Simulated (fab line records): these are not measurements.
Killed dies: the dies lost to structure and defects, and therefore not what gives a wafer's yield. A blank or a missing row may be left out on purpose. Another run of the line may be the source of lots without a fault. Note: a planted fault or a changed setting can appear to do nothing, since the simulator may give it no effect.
One fault seen from 2 desks / flow sky130 / every desk sees just its own numbers, and what lay behind them comes last

THE TOOL OWNER'S DESK: pvdSputter-02
The tool's own readings at SKY_METAL5_SPUTTER_02 (material AlCu, target thk 1150 nm, time 61.2 s): means of the sampled wafers that have a number, for each lot that ran on this tool. A lot is out of limits, marked OUT, if its mean lies more than 4 standard deviations from the usual mean; the brackets give that distance.
Columns: A = cathodeDcPowerW at SKY_METAL5_SPUTTER_02, usual 10600 W; B = throttleValvePct at SKY_METAL5_SPUTTER_02, usual 30.5 %
lot=L333; first seen here=day 44 23:56; A=10602; B=30.5
lot=L335; first seen here=day 45 15:58; A=10600; B=30.3
This desk's finding: nothing out of limits on any of the 2 lots.

THE METROLOGY DESK
Means of the sampled wafers that have a number, per lot and without regard to the tool the lot ran on: this is what the gauges read. A lot is out of limits, marked OUT, if its mean lies more than 4 standard deviations from the usual mean; the brackets give that distance.
Columns: A = cdNm at SKY_METAL3_CD_MEAS_13, usual 299.8 nm; B = METAL5_ALCU_RS at SKY_METAL5_RS_MEAS_05, usual 0.0270 ohm/sq; C = METAL5_ALCU_THK at SKY_METAL5_THK_MEAS_06, usual 1175 nm
lot=L327; first seen here=day 38 17:38; A=297.3; B=0.0276; C=1152
lot=L328; first seen here=day 38 23:01; A=299.5; B=0.0270; C=1186
lot=L329; first seen here=day 39 07:14; A=299.2; B=0.0270; C=1175
lot=L333; first seen here=day 40 20:10; A=299.5; B=0.0232 (-11) OUT; C=1368 (+13) OUT
lot=L334; first seen here=day 41 07:20; A=298.6; B=0.0275; C=1150
lot=L335; first seen here=day 41 12:35; A=299.2; B=0.0228 (-12) OUT; C=1387 (+14) OUT
lot=L337; first seen here=day 41 22:37; A=300.9; B=0.0276; C=1142
lot=L338; first seen here=day 42 09:47; A=299.5; B=0.0270; C=1172
lot=L339; first seen here=day 42 10:31; A=302.4; B=0.0273; C=1159
lot=L341; first seen here=day 42 14:58; A=301.5; B=0.0270; C=1169
lot=L342; first seen here=day 43 07:25; A=300.0; B=0.0274; C=1165
lot=L345; first seen here=day 43 20:48; A=298.9; B=0.0272; C=1175
lot=L347; first seen here=day 44 03:04; A=298.4; B=0.0271; C=1173
lot=L349; first seen here=day 44 19:08; A=299.5; B=0.0272; C=1172
Per this desk, out of limits: L333, L335; the first was L333, day 45 00:03 (METAL5_ALCU_RS at SKY_METAL5_RS_MEAS_05). L327, L328, L329, L334, L337, L338, L339, L341, L342, L345, L347, L349 stayed within limits.

ALL TOGETHER
Metrology desk: alarm possible at day 45 00:03 on L333, L335.
The desk of the tool owner found nothing out of limits.
On record at the tool owner's desk: L333, L335, within its limits.
The lots listed all ran SKY_METAL5_SPUTTER_02 on pvdSputter-02.

WHAT THE SIMULATOR PUT IN
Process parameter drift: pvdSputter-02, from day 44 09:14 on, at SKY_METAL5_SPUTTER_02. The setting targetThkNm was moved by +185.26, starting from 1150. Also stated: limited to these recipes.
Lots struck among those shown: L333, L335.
Hours from the fault's start to each desk's first reading out of limits: the metrology desk, 15.
